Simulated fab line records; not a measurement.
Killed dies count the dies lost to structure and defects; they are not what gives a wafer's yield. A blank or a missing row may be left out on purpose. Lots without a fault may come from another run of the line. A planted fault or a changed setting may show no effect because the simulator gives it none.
Which tool is to blame? / flow sky130 / Sampling: 12 lots, 36 wafers, 4 of 708 route steps

WHAT THE GAUGES READ, wafer by wafer
SKY_VIA2_CD_MEAS_12 targets a cd of 200 nm. Usual: cd-nm 200.3 nm, standard deviation 1.6.
lot=L213; measured=day 36 23:49; on=cd-sem-01; cd-nm (nm)=199.7 199.9 199.8; flag=
lot=L214; measured=day 37 02:54; on=cd-sem-01; cd-nm (nm)=201.3 202.7 201.5; flag=
lot=L218; measured=day 37 14:02; on=cd-sem-01; cd-nm (nm)=200.0 198.9 199.9; flag=
lot=L217; measured=day 37 18:05; on=cd-sem-02; cd-nm (nm)=197.6 199.7 199.9; flag=
lot=L219; measured=day 38 20:13; on=cd-sem-02; cd-nm (nm)=198.0 200.6 199.2; flag=
lot=L220; measured=day 39 00:50; on=cd-sem-02; cd-nm (nm)=199.6 200.0 201.0; flag=
lot=L222; measured=day 39 09:18; on=cd-sem-02; cd-nm (nm)=200.0 200.3 199.4; flag=
lot=L224; measured=day 39 19:35; on=cd-sem-02; cd-nm (nm)=200.5 199.7 200.2; flag=
lot=L223; measured=day 39 21:25; on=cd-sem-01; cd-nm (nm)=199.5 199.7 198.4; flag=
lot=L225; measured=day 40 03:41; on=cd-sem-01; cd-nm (nm)=203.3 203.0 202.8; flag=
lot=L228; measured=day 41 07:37; on=cd-sem-01; cd-nm (nm)=200.6 201.3 200.2; flag=
lot=L234; measured=day 42 12:53; on=cd-sem-01; cd-nm (nm)=196.8 198.1 199.1; flag=

SKY_VIA2_OVL_MEAS_13. Usual: for VIA2_OVL the level is 1 nm and the standard deviation is 5.6.
lot=L213; measured=day 36 23:55; on=overlay-01; VIA2_OVL (nm)=7 6 6; flag=
lot=L214; measured=day 37 02:59; on=overlay-02; VIA2_OVL (nm)=-1 1 3; flag=
lot=L218; measured=day 37 14:09; on=overlay-02; VIA2_OVL (nm)=0 11 1; flag=
lot=L217; measured=day 37 18:10; on=overlay-01; VIA2_OVL (nm)=2 -1 -1; flag=
lot=L219; measured=day 38 20:19; on=overlay-02; VIA2_OVL (nm)=2 6 2; flag=
lot=L220; measured=day 39 00:58; on=overlay-01; VIA2_OVL (nm)=10 1 7; flag=
lot=L222; measured=day 39 09:23; on=overlay-02; VIA2_OVL (nm)=1 0 -2; flag=
lot=L224; measured=day 39 19:42; on=overlay-02; VIA2_OVL (nm)=49 44 49; flag=OFF
lot=L223; measured=day 39 21:32; on=overlay-01; VIA2_OVL (nm)=2 6 6; flag=
lot=L225; measured=day 40 03:49; on=overlay-01; VIA2_OVL (nm)=58 56 62; flag=OFF
lot=L228; measured=day 41 07:44; on=overlay-02; VIA2_OVL (nm)=51 45 47; flag=OFF
lot=L234; measured=day 42 13:00; on=overlay-01; VIA2_OVL (nm)=-1 -5 -6; flag=

TOOL THAT RAN EACH LOT (tool first, then ch and the chambers of the sampled wafers, then the start)
lot=L213; SKY_METAL1_SPUTTER_04=pvd-sputter-03, day 32 10:33; SKY_VIA2_EXPOSE_09=krf-scanner-01 ch 0, day 36 11:35
lot=L214; SKY_METAL1_SPUTTER_04=pvd-sputter-04, day 32 13:53; SKY_VIA2_EXPOSE_09=krf-scanner-01 ch 0, day 36 15:09
lot=L218; SKY_METAL1_SPUTTER_04=pvd-sputter-04, day 33 01:02; SKY_VIA2_EXPOSE_09=krf-scanner-01 ch 0, day 37 00:58
lot=L217; SKY_METAL1_SPUTTER_04=pvd-sputter-04, day 33 05:08; SKY_VIA2_EXPOSE_09=krf-scanner-02 ch 0, day 37 05:12
lot=L219; SKY_METAL1_SPUTTER_04=pvd-sputter-03, day 34 08:13; SKY_VIA2_EXPOSE_09=krf-scanner-02 ch 0, day 38 06:43
lot=L220; SKY_METAL1_SPUTTER_04=pvd-sputter-03, day 34 14:43; SKY_VIA2_EXPOSE_09=krf-scanner-02 ch 0, day 38 12:40
lot=L222; SKY_METAL1_SPUTTER_04=pvd-sputter-04, day 35 00:08; SKY_VIA2_EXPOSE_09=krf-scanner-01 ch 0, day 38 22:07
lot=L224; SKY_METAL1_SPUTTER_04=pvd-sputter-03, day 35 11:08; SKY_VIA2_EXPOSE_09=krf-scanner-01 ch 0, day 39 06:59
lot=L223; SKY_METAL1_SPUTTER_04=pvd-sputter-01, day 35 12:19; SKY_VIA2_EXPOSE_09=krf-scanner-02 ch 0, day 39 08:31
lot=L225; SKY_METAL1_SPUTTER_04=pvd-sputter-03, day 35 18:37; SKY_VIA2_EXPOSE_09=krf-scanner-01 ch 0, day 39 15:32
lot=L228; SKY_METAL1_SPUTTER_04=pvd-sputter-04, day 37 00:16; SKY_VIA2_EXPOSE_09=krf-scanner-01 ch 0, day 40 20:19
lot=L234; SKY_METAL1_SPUTTER_04=pvd-sputter-03, day 38 07:54; SKY_VIA2_EXPOSE_09=krf-scanner-02 ch 0, day 42 01:33
- SKY_METAL1_SPUTTER_04: material TiN, target thk 70 nm, time 58.3 s.
- SKY_VIA2_EXPOSE_09: exposes mask VIM2, target cd 200 nm.

AS READ BY THE TOOLS THEMSELVES (means over the sampled wafers that have a number; for cases with no such wafer, the mark the record gives instead)
SKY_METAL1_SPUTTER_04. Usual: throttle-valve-pct 29.8 %, standard deviation 1.3.
lot=L213; tool=pvd-sputter-03; throttle-valve-pct (%)=30.1; flag=
lot=L214; tool=pvd-sputter-04; throttle-valve-pct (%)=29.2; flag=
lot=L218; tool=pvd-sputter-04; throttle-valve-pct (%)=29.9; flag=
lot=L217; tool=pvd-sputter-04; throttle-valve-pct (%)=29.8; flag=
lot=L219; tool=pvd-sputter-03; throttle-valve-pct (%)=29.9; flag=
lot=L220; tool=pvd-sputter-03; throttle-valve-pct (%)=30.1; flag=
lot=L222; tool=pvd-sputter-04; throttle-valve-pct (%)=30.4; flag=
lot=L224; tool=pvd-sputter-03; throttle-valve-pct (%)=30.0; flag=
lot=L223; tool=pvd-sputter-01; throttle-valve-pct (%)=30.0; flag=
lot=L225; tool=pvd-sputter-03; throttle-valve-pct (%)=29.9; flag=
lot=L228; tool=pvd-sputter-04; throttle-valve-pct (%)=29.6; flag=
lot=L234; tool=pvd-sputter-03; throttle-valve-pct (%)=29.6; flag=

THE ANSWER, worked out from the rows above alone
Rule: lot off if the mean of its wafers having a number is beyond 3 standard deviations from the usual mean. Also off: a lot with no number at a reading for which 4 or more lots have one. Where the step has rows for the other lots, those lots are counted as sound. The gauges are gone through in route order, then the tools' own readings, and for those a lot's mean is taken as printed above. At the first step where some lot is off, the reading lying furthest off is the one used; lots without a number count as furthest.
Off: L224, L225, L228, seen at SKY_VIA2_OVL_MEAS_13 (VIA2_OVL).
If a tool, at a process step before that reading, ran all the lots that are off and no sound lot after the first of them, it fits. Gauges at SKY_VIA2_OVL_MEAS_13: tried the same way as those tools. One fits: krf-scanner-01 at SKY_VIA2_EXPOSE_09. Its last sound lot is L222 (day 38 22:07), its first lot that is off L224 (day 39 06:59): a fault that began between those two fits.

WHAT HAD BEEN PUT IN BY THE SIMULATOR
Scanner matching overlay: krf-scanner-01, from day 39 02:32 on, at SKY_VIA2_EXPOSE_09. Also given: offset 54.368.
Struck lots among those shown: L224, L225, L228. The same result came from the rule above.
